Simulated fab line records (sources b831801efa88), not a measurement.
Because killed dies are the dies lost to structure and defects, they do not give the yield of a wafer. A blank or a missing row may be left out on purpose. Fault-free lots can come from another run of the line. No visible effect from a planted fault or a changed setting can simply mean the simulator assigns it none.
Which tool did it? + flow sky130 + 14 lots, 42 wafers sampled, at 4 steps of a route of 708

WHAT EACH GAUGE READ, for each wafer
SKY_VT_ADJUST_HVTR_CD_MEAS_07: the cd target is 380 nm. Usual: cd_nm at 380.1 nm, with a standard deviation of 2.6.
| lot  | measured     | on        | cd_nm (nm)        | flag |
|------|--------------|-----------|-------------------|------|
| L357 | day 9 05:02  | cd_sem-02 | 377.6 377.0 375.0 |      |
| L359 | day 9 20:41  | cd_sem-02 | 377.1 378.0 377.1 |      |
| L360 | day 11 09:21 | cd_sem-01 | 383.1 384.2 383.0 |      |
| L362 | day 11 18:30 | cd_sem-02 | 378.5 380.4 379.4 |      |
| L363 | day 12 02:29 | cd_sem-01 | 380.5 380.5 378.5 |      |
| L364 | day 12 08:43 | cd_sem-01 | 382.5 382.2 384.2 |      |
| L365 | day 12 13:22 | cd_sem-01 | 378.5 380.1 378.3 |      |
| L366 | day 12 14:25 | cd_sem-01 | 381.6 376.9 377.0 |      |
| L372 | day 14 07:10 | cd_sem-02 | 377.5 378.3 376.0 |      |
| L373 | day 14 08:25 | cd_sem-02 | 382.5 384.5 383.2 |      |
| L374 | day 14 14:05 | cd_sem-02 | 377.5 377.1 379.2 |      |
| L376 | day 15 02:14 | cd_sem-01 | 380.1 380.0 376.2 |      |
| L377 | day 15 18:41 | cd_sem-02 | 378.7 378.4 380.8 |      |
| L380 | day 16 10:58 | cd_sem-02 | 381.2 380.0 381.1 |      |

SKY_GATE_OXIDE_OVL_MEAS_10. Usual: GATE_OXIDE_OVL typically reads 1.2 nm, with standard deviation 1.6.
| lot  | measured     | on         | GATE_OXIDE_OVL (nm) | flag |
|------|--------------|------------|---------------------|------|
| L357 | day 13 11:47 | overlay-02 | -0.2 -0.5 0.2       |      |
| L359 | day 14 04:05 | overlay-02 | 1.1 0.6 -0.3        |      |
| L360 | day 15 21:50 | overlay-01 | 3.1 1.1 0.7         |      |
| L362 | day 16 08:53 | overlay-01 | 1.0 2.5 3.6         |      |
| L363 | day 16 18:34 | overlay-02 | 0.5 2.7 1.0         |      |
| L364 | day 17 03:26 | overlay-02 | 1.0 0.5 1.6         |      |
| L365 | day 17 08:53 | overlay-01 | 3.5 3.5 3.4         |      |
| L366 | day 17 10:47 | overlay-01 | 0.4 -0.4 0.8        |      |
| L372 | day 19 05:31 | overlay-01 | 1.3 1.0 0.0         |      |
| L373 | day 19 09:58 | overlay-02 | -0.6 -0.4 -1.2      |      |
| L374 | day 19 16:37 | overlay-02 | 0.8 1.8 2.2         |      |
| L376 | day 20 09:26 | overlay-01 | 1.0 -0.3 1.5        |      |
| L377 | day 21 00:31 | overlay-01 | 1.5 -1.7 1.3        |      |
| L380 | day 21 21:31 | overlay-01 | 2.3 4.0 1.5         |      |

SKY_LDD_LDN_TW_MEAS_13. Usual: LDD_LDN_TW typically reads 1487, with standard deviation 8.2.
| lot  | measured     | on            | LDD_LDN_TW     | flag |
|------|--------------|---------------|----------------|------|
| L357 | day 22 08:53 | film_metro-04 | 1496 1504 1497 |      |
| L359 | day 23 06:02 | film_metro-04 | 1490 1492 1484 |      |
| L360 | day 25 02:47 | film_metro-01 | 1494 1502 1487 |      |
| L362 | day 25 16:05 | film_metro-03 | 1482 1487 1483 |      |
| L363 | day 25 22:57 | film_metro-01 | 1492 1493 1495 |      |
| L364 | day 26 08:04 | film_metro-04 | 1486 1498 1489 |      |
| L365 | day 26 12:11 | film_metro-01 | 1480 1477 1465 |      |
| L366 | day 26 17:13 | film_metro-03 | 1483 1491 1487 |      |
| L372 | day 28 08:19 | film_metro-03 | 1494 1480 1487 |      |
| L373 | day 28 13:29 | film_metro-01 | 1473 1472 1474 |      |
| L374 | day 28 19:11 | film_metro-04 | 1505 1496 1502 |      |
| L376 | day 29 10:04 | film_metro-03 | 1474 1482 1477 |      |
| L377 | day 30 00:35 | film_metro-03 | 1484 1490 1491 |      |
| L380 | day 30 19:23 | film_metro-01 | 1481 1488 1489 |      |

TOOL THAT RAN EACH LOT (tool first, then ch and the chambers of the sampled wafers, then the start)
| lot  | SKY_LDD_N_IMPLANT_08            |
|------|---------------------------------|
| L357 | implanter-01 ch 0, day 17 05:54 |
| L359 | implanter-01 ch 0, day 18 01:10 |
| L360 | implanter-01 ch 0, day 19 22:33 |
| L362 | implanter-02 ch 0, day 20 12:40 |
| L363 | implanter-03 ch 0, day 20 20:10 |
| L364 | implanter-01 ch 0, day 21 05:33 |
| L365 | implanter-01 ch 0, day 21 10:39 |
| L366 | implanter-02 ch 0, day 21 14:49 |
| L372 | implanter-02 ch 0, day 23 07:40 |
| L373 | implanter-02 ch 0, day 23 13:09 |
| L374 | implanter-01 ch 0, day 23 19:29 |
| L376 | implanter-03 ch 0, day 24 11:29 |
| L377 | implanter-01 ch 0, day 25 02:22 |
| L380 | implanter-03 ch 0, day 25 23:26 |
- SKY_LDD_N_IMPLANT_08

AS READ BY THE TOOLS THEMSELVES (means over the sampled wafers that have a number; for cases with no such wafer, the mark the record gives instead)
SKY_LDD_N_IMPLANT_08. Usual: beam_energy_keV at 20.001, with a standard deviation of 0.0065.
| lot  | tool         | beam_energy_keV | flag |
|------|--------------|-----------------|------|
| L357 | implanter-01 | 20.002          |      |
| L359 | implanter-01 | 19.996          |      |
| L360 | implanter-01 | 19.997          |      |
| L362 | implanter-02 | 20.003          |      |
| L363 | implanter-03 | 20.001          |      |
| L364 | implanter-01 | 20.008          |      |
| L365 | implanter-01 | 20.001          |      |
| L366 | implanter-02 | 20.001          |      |
| L372 | implanter-02 | 17.998          | OFF  |
| L373 | implanter-02 | 17.990          | OFF  |
| L374 | implanter-01 | 20.003          |      |
| L376 | implanter-03 | 19.999          |      |
| L377 | implanter-01 | 20.001          |      |
| L380 | implanter-03 | 19.989          |      |

THE ANSWER, worked out from the rows above alone
Rule: a lot is off if the mean of its wafers that have a number lies more than 3 standard deviations from the usual mean. A lot without any number at a reading at which 4 lots or more have one is off too. The other lots that the step has rows for count as sound. Order of review: gauges by route order, followed by the tools' own readings, for which a lot's mean as printed above is used. At the first step where some lot is off, the reading lying furthest off is the one used; lots without a number count as furthest.
Off at SKY_LDD_N_IMPLANT_08 (beam_energy_keV): L372, L373.
A tool fits if, at that step or a process step before it, it ran every lot that is off, and no sound lot after the first of them. One fits: implanter-02 at SKY_LDD_N_IMPLANT_08. Its last sound lot is L366 (day 21 14:49), its first lot that is off L372 (day 23 07:40): a fault that began between those two fits.
On the lots that are off, the tool's own readings at SKY_LDD_N_IMPLANT_08 differ by more than 5 times the standard deviation of the sound lots' means, which bears it out; beam_energy_keV reads 17.994 there versus 20.000 on the sound lots.

WHAT THE SIMULATOR PUT IN
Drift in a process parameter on implanter-02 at SKY_LDD_N_IMPLANT_08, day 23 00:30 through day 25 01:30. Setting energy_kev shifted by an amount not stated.
Struck lots among those shown: L372, L373. The same result came from the rule above.
